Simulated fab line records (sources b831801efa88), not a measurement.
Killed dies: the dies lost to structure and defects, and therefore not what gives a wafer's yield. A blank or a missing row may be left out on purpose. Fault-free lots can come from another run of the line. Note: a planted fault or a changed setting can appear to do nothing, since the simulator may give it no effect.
Struck lot and sound lot, side by side :: flow sky130 :: 15 steps out of a route of 708
Sound: wafers L537.1, L537.2, L537.6. Wafers struck: L550.3, L550.4, L550.5. Last of all comes the cause.
For every step that has rows: the tool of each side, followed by ch and its chambers, followed by its first start. Under that, the readings that differ: sound wafers :: struck wafers :: difference of the means :: sigmas: that difference in standard deviations of wafers without a fault.
alike: words and numbers the same on both sides, and readings whose means are apart by under 2 such deviations; not compared: readings that were withheld, readings missing a value for some wafer, numbers with overlapping values and no deviation given by the record, and bounds like >300 which may hide the same value.
The two part at a step that has a row with sigmas, a row that says differs or no value, or rows on one side only. When numbers do not overlap yet have no deviation, they are printed without sigmas and do not part them. Lack of a reading on every wafer of one side parts them only where that side has two or more wafers.

first, 2 steps without rows for these wafers: SKY_DNWELL_DEVELOP_06 (develop time 60 s); SKY_DNWELL_IMPLANT_07.
SKY_DNWELL_STRIP_08: strips in O2/N2.
  sound on plasma asher-03 ch 0,1, day 4 09:08; struck on plasma asher-03 ch 0,1, day 7 09:46
  alike: drypump motor current A, oes product au, strip time to endpoint s
  not compared: rf hours counter h
SKY_DNWELL_TW_MEAS_09:
  struck on film metro-01, day 7 09:52; sound on film metro-02, day 4 09:14
  alike: DNWELL_TW
then, 7 steps without rows for these wafers: SKY_PWDE_DEHYDRATE_00 (time 60 s); SKY_PWDE_HMDS_01 (prime time 60 s); SKY_PWDE_COAT_02 (resist thk 3000 nm); SKY_PWDE_SOFTBAKE_03; SKY_PWDE_EXPOSE_04 (exposes mask PWDEM, target cd 840 nm); SKY_PWDE_PEB_05; SKY_PWDE_DEVELOP_06 (develop time 60 s).
SKY_PWDE_OVL_MEAS_07:
  struck on overlay-02, day 8 05:47; sound on overlay-01, day 5 02:38
  alike: PWDE_OVL
SKY_PWDE_IMPLANT_08:
  sound on implanter-01 ch 0, day 5 02:40; struck on implanter-01 ch 0, day 8 05:52
reading: beam energy keV
sound: 149.90 150.00 150.00
struck: 157.12 157.06 157.04
difference: +7.11
sigmas: +99 or more

reading: model.implant.rp nm (nm)
sound: 430 430 430
struck: 459.3 459.3 459.3
difference: +29.3
sigmas: 

reading: model.implant.drp nm (nm)
sound: 97.97 97.97 97.97
struck: 99.88 99.88 99.88
difference: +1.91
sigmas: 
SKY_PWDE_STRIP_09: strips in O2/N2.
  sound on plasma asher-02 ch 0,1, day 5 02:49; struck on plasma asher-01 ch 0,1, day 8 06:00
  alike: drypump motor current A, oes product au, strip time to endpoint s
  not compared: rf hours counter h
-- the record jumps here: 42 days lie between the struck wafers' starts before and after (it left off in module PWDE and takes up again in module PAD_OPEN, whose first step shown is number 708 of the route) --
SKY_PAD_OPEN_PROBE_99:
  struck on prober-02, day 50 03:20; sound on prober-01, day 47 02:05
reading: model.etest.res_p_drift_20v.line ohm um
sound: 1.213e+04 1.137e+04 1.19e+04
struck: 1.037e+04 1.028e+04 1.047e+04
difference: -1.427e+03
sigmas: 

reading: model.etest.res_p_drift_20v.rs ohm sq
sound: 1.018e+04 9668 1.009e+04
struck: 8644 8712 8739
difference: -1281
sigmas: 
  alike: killed_at_M0_to_M3, killed_at_M4_up, killed at contacts, killed at front end, killed at other, killed dies, killed open, killed short

## WHERE THEY PART
Within this record, at SKY_PWDE_IMPLANT_08 only. Later steps at which nothing parts them and some readings are alike: SKY_PWDE_STRIP_09, SKY_PAD_OPEN_PROBE_99.

WHY: what had been put in by the simulator
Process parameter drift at SKY_PWDE_IMPLANT_08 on implanter-01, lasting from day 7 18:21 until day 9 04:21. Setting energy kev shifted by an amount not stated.
